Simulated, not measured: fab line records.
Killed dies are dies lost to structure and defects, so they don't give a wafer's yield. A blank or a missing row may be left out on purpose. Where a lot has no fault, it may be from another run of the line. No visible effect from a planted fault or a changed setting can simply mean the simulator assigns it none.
Problem report, 8D (eight disciplines) form, completed by code / flow sky130 / the parts of the form that need people (team, actions taken, sign-off) are left out

## 1. THE PROBLEM
Wafers without a fault read 20.001, standard deviation 0.0067; beamEnergyKeV at SKY_SONOS_TUNNEL_IMPLANT_09 reads a mean of 17.981 on 6 wafers belonging to 2 lots. So: -99 or more standard deviations from the usual mean.
Earliest sighting: wafer L198.2 on implanter-02 at day 17 00:46. Wafers with a number at this step in the record: 42, from 14 lots. Rule for "out" (also "out of limits"): further than 4 standard deviations from the usual mean. All remaining wafers that have a number are taken as sound.

## 2. WHAT IT IS; WHAT IT IS NOT
question=which readings at this step | is=beamEnergyKeV | is not=-
question=which lots | is=L198, L201 | is not=L181, L184, L185, L186, L187, L189, L190, L191, L192, L193, L195, L199
question=which wafers of those lots | is=all that have a number | is not=-
question=read on which tools | is=implanter-02 | is not=implanter-01, implanter-04
question=when | is=from day 17 00:46 | is not=up to then (33 sound wafers); but 3 sound wafers of L199 came after

## 3. SUSPECTS, AND WHAT RULES EACH OUT
Counting: a tool at any process step up to the reading remains a suspect when it ran all the lots that are out and ran no sound lot after the first of those.
- implanter-02 at SKY_SONOS_TUNNEL_IMPLANT_09: kept. It processed each lot that is out, first L198 at day 17 00:46, and no sound lot thereafter; up to then, the last sound lot it processed was L193 at day 15 14:13. Its own beamEnergyKeV readings are out on those wafers.
After counting, what remains is implanter-02 at SKY_SONOS_TUNNEL_IMPLANT_09.

## 4. THE CAUSE (what the simulator had put in)
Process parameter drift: implanter-02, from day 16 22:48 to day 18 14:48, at SKY_SONOS_TUNNEL_IMPLANT_09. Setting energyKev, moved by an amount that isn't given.
Only this tool survived the counting.

## 5. THE CHAIN OF EFFECTS, in route order
Each row: a reading where the mean over the struck wafers with a number is more than 3 standard deviations away from the usual. Only readings for which the record gives a usual standard deviation are gone through. hours: the time from each lot's start at the first step in this table that gives one to its start at this step, as a median over the lots. sigmas: the change in usual standard deviations.
hours=0; step=SKY_SONOS_TUNNEL_IMPLANT_09; reading=beamEnergyKeV; usual=20.001; on struck wafers=17.981; change=-2.020; sigmas=-99 or more
Its process steps:
- SKY_SONOS_TUNNEL_IMPLANT_09
Later steps that measure or inspect, where all struck wafers having a row at the step show a number for every such reading and not one has moved that far: SKY_LDD_HVP_OVL_MEAS_07.

## 6. WHAT WOULD HAVE CAUGHT IT SOONER
2 hours passed between the start of the fault at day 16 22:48 and the first reading out of limits in this record, taken at day 17 00:46.
